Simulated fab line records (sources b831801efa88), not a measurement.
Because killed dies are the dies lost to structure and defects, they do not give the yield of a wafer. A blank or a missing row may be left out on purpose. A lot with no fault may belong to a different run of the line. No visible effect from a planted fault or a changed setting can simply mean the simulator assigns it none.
The tool behind it: which one? :: flow gf180mcu :: Sampling: 12 lots, 36 wafers, 5 of 602 route steps

== WHAT EACH GAUGE READ, for each wafer ==
GF_M2_OVL_MEAS_15.
lot: L128
measured: day 19 01:55
on: overlay-02
M2_OVL (nm): 2 1 1

lot: L130
measured: day 20 01:52
on: overlay-02
M2_OVL (nm): 5 11 7

lot: L131
measured: day 20 18:33
on: overlay-02
M2_OVL (nm): -3 -4 0

lot: L132
measured: day 20 23:37
on: overlay-01
M2_OVL (nm): 7 3 1

lot: L133
measured: day 21 06:37
on: overlay-02
M2_OVL (nm): 9 4 7

lot: L140
measured: day 23 15:20
on: overlay-01
M2_OVL (nm): 4 -2 3

lot: L144
measured: day 25 00:22
on: overlay-02
M2_OVL (nm): 0 0 3

lot: L145
measured: day 25 14:58
on: overlay-02
M2_OVL (nm): -9 6 12

lot: L147
measured: day 25 23:04
on: overlay-02
M2_OVL (nm): -6 1 0

lot: L148
measured: day 26 04:07
on: overlay-01
M2_OVL (nm): 0 -1 -2

lot: L149
measured: day 26 15:10
on: overlay-02
M2_OVL (nm): 3 15 5

lot: L150
measured: day 26 21:05
on: overlay-02
M2_OVL (nm): 8 6 11

GF_V2_BOW_MEAS_05.
lot: L128
measured: day 19 03:13
on: film metro-03
V2_BOW (um): 105 96 108

lot: L130
measured: day 20 03:07
on: film metro-02
V2_BOW (um): 99 88 93

lot: L131
measured: day 20 19:50
on: film metro-02
V2_BOW (um): 83 93 94

lot: L132
measured: day 21 00:52
on: film metro-02
V2_BOW (um): 101 99 102

lot: L133
measured: day 21 08:00
on: film metro-02
V2_BOW (um): 89 102 92

lot: L140
measured: day 23 18:32
on: film metro-02
V2_BOW (um): 95 100 91

lot: L144
measured: day 25 01:44
on: film metro-04
V2_BOW (um): 104 87 94

lot: L145
measured: day 25 16:33
on: film metro-02
V2_BOW (um): 92 101 91

lot: L147
measured: day 26 00:20
on: film metro-04
V2_BOW (um): 104 109 110

lot: L148
measured: day 26 05:32
on: film metro-04
V2_BOW (um): 91 100 102

lot: L149
measured: day 26 16:26
on: film metro-02
V2_BOW (um): 97 99 101

lot: L150
measured: day 26 22:26
on: film metro-03
V2_BOW (um): 101 110 102

GF_V2_CD_MEAS_14: the cd target is 260 nm.
lot: L128
measured: day 20 03:29
on: cd sem-02
cd nm (nm): 261.6 259.4 260.5

lot: L130
measured: day 21 03:03
on: cd sem-02
cd nm (nm): 258.7 258.6 258.6

lot: L131
measured: day 21 19:25
on: cd sem-01
cd nm (nm): 260.6 261.9 260.5

lot: L132
measured: day 22 00:10
on: cd sem-01
cd nm (nm): 260.8 260.2 260.2

lot: L133
measured: day 22 07:29
on: cd sem-01
cd nm (nm): 258.8 258.8 258.7

lot: L140
measured: day 24 17:22
on: cd sem-02
cd nm (nm): 258.6 257.8 257.9

lot: L144
measured: day 25 23:10
on: cd sem-02
cd nm (nm): 253.8 254.3 252.9

lot: L145
measured: day 26 13:56
on: cd sem-02
cd nm (nm): 254.9 253.9 254.2

lot: L147
measured: day 26 21:07
on: cd sem-01
cd nm (nm): 261.8 261.9 260.8

lot: L148
measured: day 27 01:08
on: cd sem-01
cd nm (nm): 258.3 256.9 257.5

lot: L149
measured: day 27 12:22
on: cd sem-02
cd nm (nm): 260.9 261.0 260.1

lot: L150
measured: day 27 18:20
on: cd sem-02
cd nm (nm): 258.2 259.6 259.5

== TOOL THAT RAN EACH LOT (tool first, then ch and the chambers of the sampled wafers, then the start) ==
lot: L128
GF_M2_METAL_ETCH_16: rie metal-01 ch 0,1, day 19 01:59
GF_V2_PEB_12: litho track-04 ch 0, day 20 03:10

lot: L130
GF_M2_METAL_ETCH_16: rie metal-01 ch 0, day 20 01:53
GF_V2_PEB_12: litho track-04 ch 0, day 21 02:42

lot: L131
GF_M2_METAL_ETCH_16: rie metal-01 ch 0,1, day 20 18:35
GF_V2_PEB_12: litho track-04 ch 0, day 21 19:05

lot: L132
GF_M2_METAL_ETCH_16: rie metal-04 ch 0,1, day 20 23:39
GF_V2_PEB_12: litho track-01 ch 0, day 21 23:49

lot: L133
GF_M2_METAL_ETCH_16: rie metal-02 ch 0, day 21 06:38
GF_V2_PEB_12: litho track-03 ch 0, day 22 07:08

lot: L140
GF_M2_METAL_ETCH_16: rie metal-02 ch 0,1, day 23 15:22
GF_V2_PEB_12: litho track-04 ch 0, day 24 17:02

lot: L144
GF_M2_METAL_ETCH_16: rie metal-02 ch 0,1, day 25 00:26
GF_V2_PEB_12: litho track-01 ch 0, day 25 22:50

lot: L145
GF_M2_METAL_ETCH_16: rie metal-01 ch 0, day 25 15:02
GF_V2_PEB_12: litho track-01 ch 0, day 26 13:36

lot: L147
GF_M2_METAL_ETCH_16: rie metal-02 ch 0,1, day 25 23:05
GF_V2_PEB_12: litho track-04 ch 0, day 26 20:47

lot: L148
GF_M2_METAL_ETCH_16: rie metal-01 ch 1, day 26 04:14
GF_V2_PEB_12: litho track-03 ch 0, day 27 00:48

lot: L149
GF_M2_METAL_ETCH_16: rie metal-02 ch 0,1, day 26 15:11
GF_V2_PEB_12: litho track-04 ch 0, day 27 12:02

lot: L150
GF_M2_METAL_ETCH_16: rie metal-01 ch 1, day 26 21:07
GF_V2_PEB_12: litho track-03 ch 0, day 27 17:59
- GF_M2_METAL_ETCH_16: etches the open film in Cl2/BCl3, stops on SiO2, target depth 750.8 nm, time 125.1 s.
- GF_V2_PEB_12: peb time 90 s.

== WHAT THE TOOLS THEMSELVES READ (means of the sampled wafers that have a number; where no wafer has one, the mark that the record gives instead) ==
GF_M2_METAL_ETCH_16.
lot: L128
tool: rie metal-01
drypump motor current A (A): 6.2
mfc cl2 sccm (sccm): 80.02
oes product au (a.u.): 0.995
throttle valve pct (%): 28.220

lot: L130
tool: rie metal-01
drypump motor current A (A): 6.2
mfc cl2 sccm (sccm): 79.94
oes product au (a.u.): 0.994
throttle valve pct (%): 28.226

lot: L131
tool: rie metal-01
drypump motor current A (A): 6.2
mfc cl2 sccm (sccm): 80.06
oes product au (a.u.): 0.995
throttle valve pct (%): 28.227

lot: L132
tool: rie metal-04
drypump motor current A (A): 4.9
mfc cl2 sccm (sccm): 79.88
oes product au (a.u.): 0.985
throttle valve pct (%): 28.236

lot: L133
tool: rie metal-02
drypump motor current A (A): 5.3
mfc cl2 sccm (sccm): 80.20
oes product au (a.u.): 0.988
throttle valve pct (%): 28.235

lot: L140
tool: rie metal-02
drypump motor current A (A): 5.2
mfc cl2 sccm (sccm): 80.18
oes product au (a.u.): 0.988
throttle valve pct (%): 28.223

lot: L144
tool: rie metal-02
drypump motor current A (A): 5.2
mfc cl2 sccm (sccm): 80.14
oes product au (a.u.): 0.989
throttle valve pct (%): 28.231

lot: L145
tool: rie metal-01
drypump motor current A (A): 6.2
mfc cl2 sccm (sccm): 79.95
oes product au (a.u.): 0.996
throttle valve pct (%): 28.218

lot: L147
tool: rie metal-02
drypump motor current A (A): 5.2
mfc cl2 sccm (sccm): 79.92
oes product au (a.u.): 0.990
throttle valve pct (%): 28.224

lot: L148
tool: rie metal-01
drypump motor current A (A): 6.3
mfc cl2 sccm (sccm): 80.18
oes product au (a.u.): 0.995
throttle valve pct (%): 28.230

lot: L149
tool: rie metal-02
drypump motor current A (A): 5.2
mfc cl2 sccm (sccm): 80.08
oes product au (a.u.): 0.987
throttle valve pct (%): 28.237

lot: L150
tool: rie metal-01
drypump motor current A (A): 6.2
mfc cl2 sccm (sccm): 79.99
oes product au (a.u.): 0.997
throttle valve pct (%): 28.209

GF_V2_PEB_12.
lot: L128
tool: litho track-04
exhaust pa (Pa): 42.9
heater power total W (W): 85.69
resist line temp C (C): 22.93

lot: L130
tool: litho track-04
exhaust pa (Pa): 44.7
heater power total W (W): 85.67
resist line temp C (C): 22.96

lot: L131
tool: litho track-04
exhaust pa (Pa): 44.8
heater power total W (W): 85.71
resist line temp C (C): 22.90

lot: L132
tool: litho track-01
exhaust pa (Pa): 45.4
heater power total W (W): 85.78
resist line temp C (C): 23.03

lot: L133
tool: litho track-03
exhaust pa (Pa): 45.0
heater power total W (W): 85.65
resist line temp C (C): 22.91

lot: L140
tool: litho track-04
exhaust pa (Pa): 44.7
heater power total W (W): 85.74
resist line temp C (C): 23.18

lot: L144
tool: litho track-01
exhaust pa (Pa): 45.2
heater power total W (W): 92.13
resist line temp C (C): 22.80

lot: L145
tool: litho track-01
exhaust pa (Pa): 45.7
heater power total W (W): 92.13
resist line temp C (C): 22.91

lot: L147
tool: litho track-04
exhaust pa (Pa): 44.8
heater power total W (W): 85.62
resist line temp C (C): 23.11

lot: L148
tool: litho track-03
exhaust pa (Pa): 44.2
heater power total W (W): 85.63
resist line temp C (C): 23.08

lot: L149
tool: litho track-04
exhaust pa (Pa): 43.8
heater power total W (W): 85.79
resist line temp C (C): 23.04

lot: L150
tool: litho track-03
exhaust pa (Pa): 44.7
heater power total W (W): 85.60
resist line temp C (C): 23.11

== THE ANSWER, worked out from the rows above alone ==
Rule: usual is defined by the lots themselves. Put in order of their means at a reading, lots are off if they are a third of the lots or fewer, leave a main group of 4 or more, and stand apart from it by a gap of 3 or more times the standard deviation of the main group's means; of several such gaps the widest counts. A main group whose means are all the same, to the digits that the tables above print for the reading, isn't used. Also off: a lot with no number at a reading for which 4 or more lots have one. Any other lot the step has rows for is counted as sound. First the gauges in route order, then the tools' own readings, where a lot's mean is used as printed above. The first step at which some lot is off is used, and at that step the reading that is off furthest; a lot without a number counts as furthest.
Off at GF_V2_PEB_12 (heater power total W): L144, L145. The main group has a mean of 85.69 W with a standard deviation of 0.063.
If a tool, at that step or one of the process steps before it, ran each lot that is off and ran no sound lot following the first of them, it fits. One candidate fits, namely litho track-01 at GF_V2_PEB_12. A fault onset in the window from L132 (day 21 23:49, its last sound lot) to L144 (day 25 22:50, its first lot off) fits.
The tool's own readings at GF_V2_PEB_12 bear it out: on the lots that are off they differ by more than 5 times the standard deviation of the sound lots' means. heater power total W reads 92.13 W there against 85.69 W on the sound lots.

== WHAT THE SIMULATOR PUT IN ==
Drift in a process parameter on litho track-01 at GF_V2_PEB_12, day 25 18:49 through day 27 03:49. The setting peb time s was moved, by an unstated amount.
Struck lots among those shown: L144, L145. Same finding as the rule above.
